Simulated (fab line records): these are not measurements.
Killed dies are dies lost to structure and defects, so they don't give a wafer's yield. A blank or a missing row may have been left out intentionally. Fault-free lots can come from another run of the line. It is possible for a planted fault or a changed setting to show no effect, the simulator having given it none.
The tool behind it: which one? / flow sky130 / 13 lots with 39 wafers sampled at 4 steps, on a route of 708 steps

== WHAT THE GAUGES READ, wafer by wafer ==
SKY_NWELL_TW_MEAS_15. Usual: for NWELL_TW the level is 1798 and the standard deviation is 17.
lot=L558; measured=day 4 14:05; on=film metro-04; NWELL_TW=1825 1821 1808; flag=
lot=L559; measured=day 4 22:16; on=film metro-04; NWELL_TW=1813 1816 1817; flag=
lot=L560; measured=day 5 08:44; on=film metro-03; NWELL_TW=1800 1809 1801; flag=
lot=L563; measured=day 5 18:17; on=film metro-04; NWELL_TW=1825 1819 1826; flag=
lot=L564; measured=day 6 00:19; on=film metro-04; NWELL_TW=1813 1819 1819; flag=
lot=L565; measured=day 6 06:51; on=film metro-01; NWELL_TW=1783 1786 1794; flag=
lot=L570; measured=day 7 10:35; on=film metro-04; NWELL_TW=1802 1809 1805; flag=
lot=L571; measured=day 7 16:47; on=film metro-04; NWELL_TW=1790 1800 1796; flag=
lot=L572; measured=day 8 00:52; on=film metro-01; NWELL_TW=1777 1775 1783; flag=
lot=L573; measured=day 8 07:38; on=film metro-03; NWELL_TW=1808 1798 1802; flag=
lot=L574; measured=day 8 15:23; on=film metro-01; NWELL_TW=1782 1773 1772; flag=
lot=L576; measured=day 9 03:39; on=film metro-04; NWELL_TW=1806 1801 1800; flag=
lot=L579; measured=day 9 14:44; on=film metro-03; NWELL_TW=1813 1802 1811; flag=

SKY_LDD_HVP_TW_MEAS_10. Usual: for LDD_HVP_TW the level is 452 and the standard deviation is 3.2.
lot=L558; measured=day 21 10:05; on=film metro-01; LDD_HVP_TW=447 448 449; flag=
lot=L559; measured=day 21 11:59; on=film metro-01; LDD_HVP_TW=450 449 449; flag=
lot=L560; measured=day 23 10:08; on=film metro-04; LDD_HVP_TW=458 455 458; flag=
lot=L563; measured=day 27 02:53; on=film metro-04; LDD_HVP_TW=451 454 453; flag=
lot=L564; measured=day 27 04:29; on=film metro-01; LDD_HVP_TW=448 448 450; flag=
lot=L565; measured=day 27 04:44; on=film metro-01; LDD_HVP_TW=449 451 446; flag=
lot=L570; measured=day 27 08:44; on=film metro-01; LDD_HVP_TW=447 451 448; flag=
lot=L571; measured=day 27 13:35; on=film metro-04; LDD_HVP_TW=453 453 453; flag=
lot=L572; measured=day 27 12:55; on=film metro-02; LDD_HVP_TW=452 455 455; flag=
lot=L573; measured=day 27 13:53; on=film metro-04; LDD_HVP_TW=453 452 451; flag=
lot=L574; measured=day 27 14:26; on=film metro-01; LDD_HVP_TW=447 448 451; flag=
lot=L576; measured=day 27 21:26; on=film metro-02; LDD_HVP_TW=457 457 455; flag=
lot=L579; measured=day 28 11:50; on=film metro-02; LDD_HVP_TW=456 452 458; flag=

== WHAT TOOL EACH LOT RAN ON (gives the tool, then ch and the chambers of the sampled wafers, and finally the start) ==
lot=L558; SKY_SONOS_ONO_DEVELOP_12=litho track-04 ch 0, day 12 10:12; SKY_LDD_HVP_STRIP_09=plasma asher-01 ch 0,1, day 21 09:59
lot=L559; SKY_SONOS_ONO_DEVELOP_12=litho track-03 ch 0, day 12 22:26; SKY_LDD_HVP_STRIP_09=plasma asher-03 ch 0,1, day 21 11:53
lot=L560; SKY_SONOS_ONO_DEVELOP_12=litho track-04 ch 0, day 13 13:18; SKY_LDD_HVP_STRIP_09=plasma asher-04 ch 0,1, day 23 10:02
lot=L563; SKY_SONOS_ONO_DEVELOP_12=litho track-04 ch 0, day 17 21:54; SKY_LDD_HVP_STRIP_09=plasma asher-01 ch 0,1, day 27 02:47
lot=L564; SKY_SONOS_ONO_DEVELOP_12=litho track-03 ch 0, day 17 21:26; SKY_LDD_HVP_STRIP_09=plasma asher-04 ch 0,1, day 27 04:23
lot=L565; SKY_SONOS_ONO_DEVELOP_12=litho track-04 ch 0, day 17 22:51; SKY_LDD_HVP_STRIP_09=plasma asher-04 ch 0,1, day 27 04:38
lot=L570; SKY_SONOS_ONO_DEVELOP_12=litho track-04 ch 0, day 18 06:30; SKY_LDD_HVP_STRIP_09=plasma asher-01 ch 0,1, day 27 08:38
lot=L571; SKY_SONOS_ONO_DEVELOP_12=litho track-03 ch 0, day 18 06:40; SKY_LDD_HVP_STRIP_09=plasma asher-01 ch 0,1, day 27 13:29
lot=L572; SKY_SONOS_ONO_DEVELOP_12=litho track-02 ch 0, day 18 06:47; SKY_LDD_HVP_STRIP_09=plasma asher-04 ch 0,1, day 27 12:50
lot=L573; SKY_SONOS_ONO_DEVELOP_12=litho track-02 ch 0, day 18 08:11; SKY_LDD_HVP_STRIP_09=plasma asher-03 ch 0,1, day 27 13:47
lot=L574; SKY_SONOS_ONO_DEVELOP_12=litho track-02 ch 0, day 18 08:29; SKY_LDD_HVP_STRIP_09=plasma asher-01 ch 0,1, day 27 14:20
lot=L576; SKY_SONOS_ONO_DEVELOP_12=litho track-02 ch 0, day 18 20:11; SKY_LDD_HVP_STRIP_09=plasma asher-01 ch 0,1, day 27 21:20
lot=L579; SKY_SONOS_ONO_DEVELOP_12=litho track-03 ch 0, day 19 06:03; SKY_LDD_HVP_STRIP_09=plasma asher-03 ch 0,1, day 28 11:44
- SKY_SONOS_ONO_DEVELOP_12: develop time 60 s.
- SKY_LDD_HVP_STRIP_09: strips in O2/N2.

== AS READ BY THE TOOLS THEMSELVES (means over the sampled wafers that have a number; for cases with no such wafer, the mark the record gives instead) ==
SKY_SONOS_ONO_DEVELOP_12. Usual: developer temp C 23.00 C, standard deviation 0.11; exhaust pa 45.0 Pa, standard deviation 0.86.
lot=L558; tool=litho track-04; developer temp C (C)=22.93; exhaust pa (Pa)=45.0; flag=
lot=L559; tool=litho track-03; developer temp C (C)=22.91; exhaust pa (Pa)=44.3; flag=
lot=L560; tool=litho track-04; developer temp C (C)=23.10; exhaust pa (Pa)=45.0; flag=
lot=L563; tool=litho track-04; developer temp C (C)=23.81; exhaust pa (Pa)=45.8; flag=OFF
lot=L564; tool=litho track-03; developer temp C (C)=23.04; exhaust pa (Pa)=45.8; flag=
lot=L565; tool=litho track-04; developer temp C (C)=23.90; exhaust pa (Pa)=43.8; flag=OFF
lot=L570; tool=litho track-04; developer temp C (C)=24.08; exhaust pa (Pa)=44.7; flag=OFF
lot=L571; tool=litho track-03; developer temp C (C)=22.96; exhaust pa (Pa)=45.4; flag=
lot=L572; tool=litho track-02; developer temp C (C)=22.95; exhaust pa (Pa)=45.6; flag=
lot=L573; tool=litho track-02; developer temp C (C)=23.13; exhaust pa (Pa)=44.6; flag=
lot=L574; tool=litho track-02; developer temp C (C)=22.92; exhaust pa (Pa)=45.5; flag=
lot=L576; tool=litho track-02; developer temp C (C)=23.14; exhaust pa (Pa)=45.5; flag=
lot=L579; tool=litho track-03; developer temp C (C)=22.93; exhaust pa (Pa)=43.8; flag=

SKY_LDD_HVP_STRIP_09. Usual: drypump motor current A 5.5 A, standard deviation 0.44; n2 flow sccm 299.9 sccm, standard deviation 0.95; oes product au 0.409 a.u., standard deviation 0.0045; strip time to endpoint s 4.133 s, standard deviation 0.015.
lot=L558; tool=plasma asher-01; drypump motor current A (A)=5.4; n2 flow sccm (sccm)=300.5; oes product au (a.u.)=0.406; strip time to endpoint s (s)=4.157; flag=
lot=L559; tool=plasma asher-03; drypump motor current A (A)=5.2; n2 flow sccm (sccm)=299.6; oes product au (a.u.)=0.411; strip time to endpoint s (s)=4.122; flag=
lot=L560; tool=plasma asher-04; drypump motor current A (A)=6.1; n2 flow sccm (sccm)=300.5; oes product au (a.u.)=0.411; strip time to endpoint s (s)=4.135; flag=
lot=L563; tool=plasma asher-01; drypump motor current A (A)=5.4; n2 flow sccm (sccm)=300.6; oes product au (a.u.)=0.405; strip time to endpoint s (s)=4.133; flag=
lot=L564; tool=plasma asher-04; drypump motor current A (A)=5.7; n2 flow sccm (sccm)=300.3; oes product au (a.u.)=0.414; strip time to endpoint s (s)=4.119; flag=
lot=L565; tool=plasma asher-04; drypump motor current A (A)=5.7; n2 flow sccm (sccm)=299.4; oes product au (a.u.)=0.408; strip time to endpoint s (s)=4.135; flag=
lot=L570; tool=plasma asher-01; drypump motor current A (A)=5.5; n2 flow sccm (sccm)=299.8; oes product au (a.u.)=0.410; strip time to endpoint s (s)=4.149; flag=
lot=L571; tool=plasma asher-01; drypump motor current A (A)=5.4; n2 flow sccm (sccm)=300.0; oes product au (a.u.)=0.407; strip time to endpoint s (s)=4.147; flag=
lot=L572; tool=plasma asher-04; drypump motor current A (A)=6.1; n2 flow sccm (sccm)=299.3; oes product au (a.u.)=0.408; strip time to endpoint s (s)=4.122; flag=
lot=L573; tool=plasma asher-03; drypump motor current A (A)=5.5; n2 flow sccm (sccm)=298.5; oes product au (a.u.)=0.404; strip time to endpoint s (s)=4.119; flag=
lot=L574; tool=plasma asher-01; drypump motor current A (A)=5.4; n2 flow sccm (sccm)=299.9; oes product au (a.u.)=0.403; strip time to endpoint s (s)=4.138; flag=
lot=L576; tool=plasma asher-01; drypump motor current A (A)=5.5; n2 flow sccm (sccm)=299.9; oes product au (a.u.)=0.413; strip time to endpoint s (s)=4.144; flag=
lot=L579; tool=plasma asher-03; drypump motor current A (A)=5.2; n2 flow sccm (sccm)=299.7; oes product au (a.u.)=0.409; strip time to endpoint s (s)=4.130; flag=

== THE ANSWER, worked out from the rows above alone ==
Rule: a lot is off if the mean of its wafers that have a number lies more than 3 standard deviations from the usual mean. A lot without any number at a reading at which 4 lots or more have one is off too. The other lots that the step has rows for count as sound. After the gauges, taken in route order, come the tools' own readings; for these a lot's mean is taken, as printed above. At the first step where some lot is off, the reading lying furthest off is the one used; lots without a number count as furthest.
Off at SKY_SONOS_ONO_DEVELOP_12 (developer temp C): L563, L565, L570.
If a tool, at that step or one of the process steps before it, ran each lot that is off and ran no sound lot following the first of them, it fits. One fits: litho track-04 at SKY_SONOS_ONO_DEVELOP_12. A fault onset in the window from L560 (day 13 13:18, its last sound lot) to L563 (day 17 21:54, its first lot off) fits.
The tool's own readings at SKY_SONOS_ONO_DEVELOP_12 bear it out: on the lots that are off they differ by more than 5 times the standard deviation of the sound lots' means. developer temp C reads 23.93 C there against 23.00 C on the sound lots.

== WHAT THE SIMULATOR PUT IN ==
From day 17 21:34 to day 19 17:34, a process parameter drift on litho track-04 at SKY_SONOS_ONO_DEVELOP_12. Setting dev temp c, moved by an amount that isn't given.
Struck lots among those shown: L563, L565, L570. Same finding as the rule above.
